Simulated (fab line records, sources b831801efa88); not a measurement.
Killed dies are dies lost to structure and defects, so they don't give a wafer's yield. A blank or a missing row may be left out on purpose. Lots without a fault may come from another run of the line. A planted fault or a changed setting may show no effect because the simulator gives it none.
Chamber matching | flow gf180mcu | GF_V3_CMP_26 on cmp-02: 4 sister chambers
The step polishes, stops on SiO2, t overpolish 15 s, target thk 0 nm. 8 wafers are shown with their chamber, then 12 later ones without.

WAFERS WITH THEIR CHAMBER
wafer  | chamber | motor_current_A (A) | time_to_endpoint_s (s)
L086.2 | 3       | 11.4                | 83
L087.3 | 1       | 11.5                | 82
L087.5 | 1       | 11.9                | 79
L088.2 | 3       | 11.5                | 81
L088.5 | 0       | 10.2                | 86
L091.2 | 2       | 11.4                | 86
L091.3 | 0       | 10.2                | 86
L091.6 | 2       | 11.4                | 87

WAFERS WITHOUT THEIR CHAMBER
wafer  | motor_current_A (A) | time_to_endpoint_s (s)
L092.2 | 9.8                 | 85
L092.5 | 10.6                | 84
L092.6 | 11.8                | 77
L093.1 | 11.8                | 82
L093.4 | 10.5                | 89
L093.5 | 11.8                | 81
L096.2 | 10.9                | 77
L096.3 | 11.8                | 75
L096.5 | 11.4                | 80
L097.1 | 10.1                | 87
L097.3 | 12.2                | 83
L097.6 | 11.5                | 82

WHICH CHAMBER EACH WENT THROUGH
wafer  | from the rows above     | in truth
L092.2 | 0                       | 0
L092.5 | 0                       | 0
L092.6 | can't be placed: 1 or 3 | 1
L093.1 | can't be placed: 1 or 3 | 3
L093.4 | 0                       | 0
L093.5 | can't be placed: 1 or 3 | 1
L096.2 | can't be placed: 3 or 1 | 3
L096.3 | can't be placed: 1 or 3 | 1
L096.5 | can't be placed: 3 or 1 | 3
L097.1 | 0                       | 0
L097.3 | can't be placed: 1 or 3 | 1
L097.6 | can't be placed: 3 or 1 | 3
Placed correctly: 4 of 12. Can't be placed from these rows: 8 (the true chamber is among the candidates in 8). Placed wrongly: 0.
How it was worked out, from the rows above alone: a wafer's distance from a chamber is the root of the sum, over the readings, of the square of ((its reading less the chamber's mean) divided by the reading's scatter). The wafer belongs to the nearest chamber; if the next one is less than 2 further off, it can't be placed. A chamber's mean is the mean of its shown wafers. The scatter: the root of (the sum of the squares of (reading less its chamber's mean) over the shown wafers, divided by (wafers less chambers)).
